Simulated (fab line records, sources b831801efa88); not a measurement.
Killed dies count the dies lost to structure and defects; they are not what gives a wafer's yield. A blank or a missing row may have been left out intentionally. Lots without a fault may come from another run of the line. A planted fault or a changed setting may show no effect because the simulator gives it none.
fab line records    flow sky130    part 2 of 2: steps 30 to 41 of 41
[record] lots = 5  wafers = 15  lastDay = 49
route steps=708 shown VT_ADJUST_LVTN@113 VT_ADJUST_NCORE@119 VT_ADJUST_HVTR@131 VT_ADJUST_PCH@143
lots that met no fault: taken from a fault-free run of the same line
startH: hours from the record's first day to the start of the lot's first wafer shown    waitH: how many hours have passed since the lot's step before this one    " same as the row above    L1.1+2: several wafers, shown together as one row    - no value, or no start given    * or withheld: withheld    < > ~ a bound
route shown NAME@n: NAME is a module with steps in the file, n the number in the route of the first one    usual: mean/standard deviation of fault-free wafers    same: alike in all rows    chamber/n: place in a boat    sites: the reading at each site    _std_site: standard deviation across them    _edge_site: mean of outer sites minus mean of inner sites    radiusMm: how far each site lies from the wafer's centre    mask NAME#n: copy n    behind: tool/chamber where the wafer was last shaped    hold: reason for holding the lot/hours on hold/outcome of the hold    device: the n, p or np transistor that did not switch    end of line: the tests these same wafers got at the end of their route    a step without rows: its recipe alone    killed: count of dies lost to structure and defects at first sort (not the wafer's yield)    map: a wafer's dies, marking killed ones x, the rest . and places with no die _
set.NAME: the setting as run; set.NAME@STEP: as run at that earlier step    model.NAME: the simulator's own value behind a step, which no gauge read
lots at selected steps of the route; one table per step, one row per wafer
services: from which hour (startH, from the record's first day; less than 0 if before it) a tool's chamber was out of use, for how many hours, and why
[[steps]]
[step SKY_VT_ADJUST_HVTR_TW_MEAS_11]
[usual] VT_ADJUST_HVTR_TW = 211.3/0.91
lot.wafer  tool          chamber  startH  waitH  VT_ADJUST_HVTR_TW
L074.4     filmMetro-02  -        210.34  0.1    213.0
L074.5     "             -        "       "      211.4
L074.6     "             -        "       "      211.7
L075.1     filmMetro-03  -        215.25  0.1    211.2
L075.2     "             -        "       "      210.1
L075.4     "             -        "       "      211.1
L080.4     filmMetro-02  -        248.83  0.1    211.4
L080.5     "             -        "       "      210.6
L080.6     "             -        "       "      211.3
L086.1     filmMetro-03  -        289.21  0.1    211.2
L086.3     "             -        "       "      211.7
L086.6     "             -        "       "      211.7
L090.1     filmMetro-01  -        322.21  0.1    211.6
L090.5     "             -        "       "      210.5
L090.6     "             -        "       "      211.4
[step SKY_VT_ADJUST_PCH_DEHYDRATE_00]
[recipe] tempC = 200  timeS = 60
lot.wafer   tool           chamber  startH  waitH
L074.4+5+6  lithoTrack-04  0        220.38  10.0
L075.1+2+4  lithoTrack-01  0        225.15  9.9
L080.4+5+6  lithoTrack-02  0        260.17  11.3
L086.1+3+6  lithoTrack-04  0        301.01  11.8
L090.1+5+6  lithoTrack-04  0        334.45  12.2
[step SKY_VT_ADJUST_PCH_HMDS_01]
[recipe] primeTimeS = 60  primeTempC = 120
[usual] primeTempC = 119.98/0.15
[same] primeTimeS = 60
lot.wafer  tool           chamber  startH  waitH  primeTempC
L074.4     lithoTrack-04  0        220.53  0.1    119.88
L074.5     "              0        "       "      119.89
L074.6     "              0        "       "      119.94
L075.1     lithoTrack-01  0        225.30  0.1    120.02
L075.2     "              0        "       "      119.92
L075.4     "              0        "       "      119.95
L080.4     lithoTrack-02  0        260.32  0.1    120.18
L080.5     "              0        "       "      119.91
L080.6     "              0        "       "      120.02
L086.1     lithoTrack-04  0        301.16  0.1    120.21
L086.3     "              0        "       "      120.06
L086.6     "              0        "       "      120.31
L090.1     lithoTrack-04  0        334.60  0.1    119.82
L090.5     "              0        "       "      119.72
L090.6     "              0        "       "      119.75
[step SKY_VT_ADJUST_PCH_COAT_02]
[recipe] spinRpm = 2000  resistThkNm = 3000
lot.wafer   tool           chamber  startH  waitH
L074.4+5+6  lithoTrack-04  0        220.68  0.1
L075.1+2+4  lithoTrack-01  0        225.45  0.1
L080.4+5+6  lithoTrack-02  0        260.47  0.1
L086.1+3+6  lithoTrack-04  0        301.31  0.1
L090.1+5+6  lithoTrack-04  0        334.75  0.1
[step SKY_VT_ADJUST_PCH_SOFTBAKE_03]
[recipe] tempC = 110  timeS = withheld
lot.wafer   tool           chamber  startH  waitH
L074.4+5+6  lithoTrack-04  0        220.86  0.1
L075.1+2+4  lithoTrack-01  0        225.60  0.1
L080.4+5+6  lithoTrack-02  0        260.64  0.1
L086.1+3+6  lithoTrack-04  0        301.46  0.1
L090.1+5+6  lithoTrack-04  0        334.90  0.1
[step SKY_VT_ADJUST_PCH_EXPOSE_04]
[recipe] maskId = NWM  na = 0.6  sourceShape = conventional  sigmaOuter = 0.6  polarization = unpolarized  targetCdNm = 840  doseMj = 255
[usual] exposureDoseMJCm2 = 255.00/0.26
[same] na = 0.6
lot.wafer  tool             chamber  startH  waitH  mask   exposureDoseMJCm2
L074.4     ilineStepper-02  0        -       -      NWM#0  254.88
L074.5     "                0        "       "      NWM#0  254.92
L074.6     "                0        "       "      NWM#0  255.19
L075.1     ilineStepper-01  0        -       -      NWM#0  254.60
L075.2     "                0        "       "      NWM#0  254.50
L075.4     "                0        "       "      NWM#0  254.74
L080.4     ilineStepper-01  0        -       -      NWM#0  255.09
L080.5     "                0        "       "      NWM#0  255.32
L080.6     "                0        "       "      NWM#0  254.98
L086.1     ilineStepper-02  0        -       -      NWM#0  255.29
L086.3     "                0        "       "      NWM#0  255.44
L086.6     "                0        "       "      NWM#0  255.29
L090.1     ilineStepper-02  0        -       -      NWM#0  254.50
L090.5     "                0        "       "      NWM#0  254.99
L090.6     "                0        "       "      NWM#0  255.02
[step SKY_VT_ADJUST_PCH_PEB_05]
[recipe] tempC = 115  timeS = withheld
lot.wafer   tool           chamber  startH  waitH
L074.4+5+6  lithoTrack-02  0        -       -
L075.1+2+4  lithoTrack-01  0        -       -
L080.4+5+6  lithoTrack-04  0        -       -
L086.1+3+6  lithoTrack-01  0        -       -
L090.1+5+6  lithoTrack-01  0        -       -
[step SKY_VT_ADJUST_PCH_DEVELOP_06]
[recipe] wallAngleDeg = 90  developer = TMAH  developTimeS = 60  devTempC = 23
lot.wafer   tool           chamber  startH  waitH
L074.4+5+6  lithoTrack-02  0        -       -
L075.1+2+4  lithoTrack-01  0        -       -
L080.4+5+6  lithoTrack-04  0        -       -
L086.1+3+6  lithoTrack-01  0        -       -
L090.1+5+6  lithoTrack-01  0        -       -
[step SKY_VT_ADJUST_PCH_OVL_MEAS_07]
[usual] VT_ADJUST_PCH_OVL = -0.6/1.6
lot.wafer  tool        chamber  startH  waitH  VT_ADJUST_PCH_OVL[nm]
L074.4     overlay-02  -        231.71  -      -0.4
L074.5     "           -        "       "      1.3
L074.6     "           -        "       "      2.5
L075.1     overlay-01  -        237.35  -      -2.9
L075.2     "           -        "       "      -1.0
L075.4     "           -        "       "      -2.3
L080.4     overlay-02  -        272.52  -      0.3
L080.5     "           -        "       "      -0.9
L080.6     "           -        "       "      -2.8
L086.1     overlay-02  -        314.65  -      1.8
L086.3     "           -        "       "      1.0
L086.6     "           -        "       "      1.7
L090.1     overlay-02  -        348.55  -      -0.8
L090.5     "           -        "       "      -0.7
L090.6     "           -        "       "      -0.2
[step SKY_VT_ADJUST_PCH_IMPLANT_08]
[recipe] species = B  energyKev = 10  doseCm2 = 5.067e+11  tiltDeg = withheld
lot.wafer   tool          chamber  startH  waitH
L074.4+5+6  implanter-02  0        231.80  0.1
L075.1+2+4  implanter-02  0        237.39  0.0
L080.4+5+6  implanter-03  0        272.62  0.1
L086.1+3+6  implanter-04  0        314.69  0.0
L090.1+5+6  implanter-02  0        348.59  0.0
[step SKY_VT_ADJUST_PCH_STRIP_09]
[recipe] chemistry = O2/N2  powerW = 1400  pressureMtorr = 1500  platenTempC = withheld  o2FlowSccm = 3000  n2FlowSccm = 300  overashFraction = 0.5
[usual] drypumpMotorCurrentA = 6.0/0.39  n2FlowSccm = 300.0/0.82  oesProductAu = 0.722/0.0043  stripTimeToEndpointS = 36.91/0.11
lot.wafer  tool            chamber  startH  waitH  drypumpMotorCurrentA  n2FlowSccm  oesProductAu  rfHoursCounterH  stripTimeToEndpointS
L074.4     plasmaAsher-03  0        231.91  0.1    5.8                   300.0       0.724         -                37.04
L074.5     "               1        "       "      6.5                   301.0       0.716         -                36.93
L074.6     "               0        "       "      5.8                   299.8       0.730         -                37.13
L075.1     plasmaAsher-01  0        237.54  0.1    6.2                   298.6       0.722         41               36.88
L075.2     "               1        "       "      5.9                   299.5       0.721         41               36.93
L075.4     "               0        "       "      6.2                   298.4       0.725         -                36.93
L080.4     plasmaAsher-03  1        272.72  0.1    6.5                   298.9       0.728         -                36.83
L080.5     "               1        "       "      6.5                   298.8       0.719         -                36.75
L080.6     "               0        "       "      5.8                   300.3       0.725         -                36.80
L086.1     plasmaAsher-03  1        314.84  0.1    6.5                   300.4       0.725         61               36.83
L086.3     "               1        "       "      6.5                   298.9       0.716         -                36.92
L086.6     "               0        "       "      5.8                   302.2       0.718         -                36.81
L090.1     plasmaAsher-01  0        348.74  0.1    6.2                   299.8       0.723         52               37.04
L090.5     "               0        "       "      6.2                   299.1       0.721         -                36.97
L090.6     "               1        "       "      5.9                   300.6       0.718         -                36.92
[step SKY_VT_ADJUST_PCH_TW_MEAS_10]
[usual] VT_ADJUST_PCH_TW = 142.8/1.5
lot.wafer  tool          chamber  startH  waitH  VT_ADJUST_PCH_TW
L074.4     filmMetro-03  -        232.01  0.1    144.1
L074.5     "             -        "       "      142.9
L074.6     "             -        "       "      143.7
L075.1     filmMetro-03  -        237.64  0.1    143.2
L075.2     "             -        "       "      143.2
L075.4     "             -        "       "      143.7
L080.4     filmMetro-04  -        272.82  0.1    140.4
L080.5     "             -        "       "      141.2
L080.6     "             -        "       "      140.7
L086.1     filmMetro-01  -        314.94  0.1    144.6
L086.3     "             -        "       "      144.3
L086.6     "             -        "       "      143.8
L090.1     filmMetro-01  -        348.84  0.1    143.4
L090.5     "             -        "       "      143.2
L090.6     "             -        "       "      143.4
[[services]]
tool             chamber  startH  hours  kind
implanter-04     -        144.62  3.9    pm
implanter-01     -        178.25  2.7    pm
implanter-03     -        182.84  4.5    repair
ilineStepper-01  -        201.15  1.7    pm
implanter-02     -        202.68  5.5    repair
implanter-02     -        212.25  2.0    pm
plasmaAsher-01   -        214.11  14.6   pm
plasmaAsher-02   -        215.06  0.9    repair
plasmaAsher-03   -        236.66  2.8    pm
implanter-01     -        238.73  17.3   pm
implanter-02     -        241.13  4.7    repair
implanter-04     -        248.71  4.1    repair
implanter-01     -        267.17  5.0    repair
implanter-03     -        302.76  1.1    repair
ilineStepper-02  -        305.93  1.7    pm
implanter-01     -        310.84  4.1    pm
ilineStepper-02  0        323.87  -      calibration
ilineStepper-01  0        325.39  -      calibration
implanter-01     -        326.08  2.2    repair
implanter-02     -        327.53  5.3    repair
implanter-03     -        330.18  2.9    repair
plasmaAsher-02   -        338.67  50.1   pm
implanter-03     -        342.64  2.5    pm
